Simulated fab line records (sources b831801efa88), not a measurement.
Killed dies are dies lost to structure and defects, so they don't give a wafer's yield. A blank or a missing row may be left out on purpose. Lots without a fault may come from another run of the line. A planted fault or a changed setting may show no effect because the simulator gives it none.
Which tool did it?	flow sky130	at 1 step of a route of 708, 12 lots with 36 wafers sampled

WHAT THE GAUGES READ, wafer by wafer
SKY_SD_N_OVL_MEAS_08.
lot	measured	on	SD_N_OVL (nm)
L075	day 28 08:13	overlay-01	0.3 -1.2 0.6
L076	day 29 02:40	overlay-01	1.2 0.9 -0.6
L079	day 29 22:09	overlay-02	-1.5 0.0 -0.4
L081	day 30 08:40	overlay-01	-2.2 -3.3 -0.5
L084	day 31 07:31	overlay-02	1.2 1.3 1.1
L085	day 31 11:43	overlay-01	3.3 3.6 0.3
L087	day 32 10:34	overlay-02	-1.1 1.3 1.8
L089	day 32 19:41	overlay-02	-0.8 -0.2 -0.2
L091	day 33 14:40	overlay-02	0.5 0.1 2.6
L093	day 34 11:21	overlay-02	0.0 0.2 0.8
L095	day 35 09:51	overlay-01	0.0 0.7 0.4
L097	day 36 01:18	overlay-01	0.4 1.1 0.7

WHICH TOOL RAN EACH LOT (tool, then ch and the chambers of the sampled wafers, then the start)
The record shows no process step preceding these readings.

THE ANSWER, worked out from the rows above alone
Rule: what is usual is taken from the lots themselves. The widest of any qualifying gaps counts: lots, ordered by their means at a reading, are off when they make up no more than a third of the lots, leave a main group of 4 or more, and stand apart from it by 3 or more times the standard deviation of that group's means. A main group whose means are all the same, to the digits that the tables above print for the reading, isn't used. Also off: a lot with no number at a reading for which 4 or more lots have one. Any other lot the step has rows for is counted as sound.
No lot is off on any of the readings shown, so nothing can be concluded from this.

WHAT THE SIMULATOR HAD PUT IN
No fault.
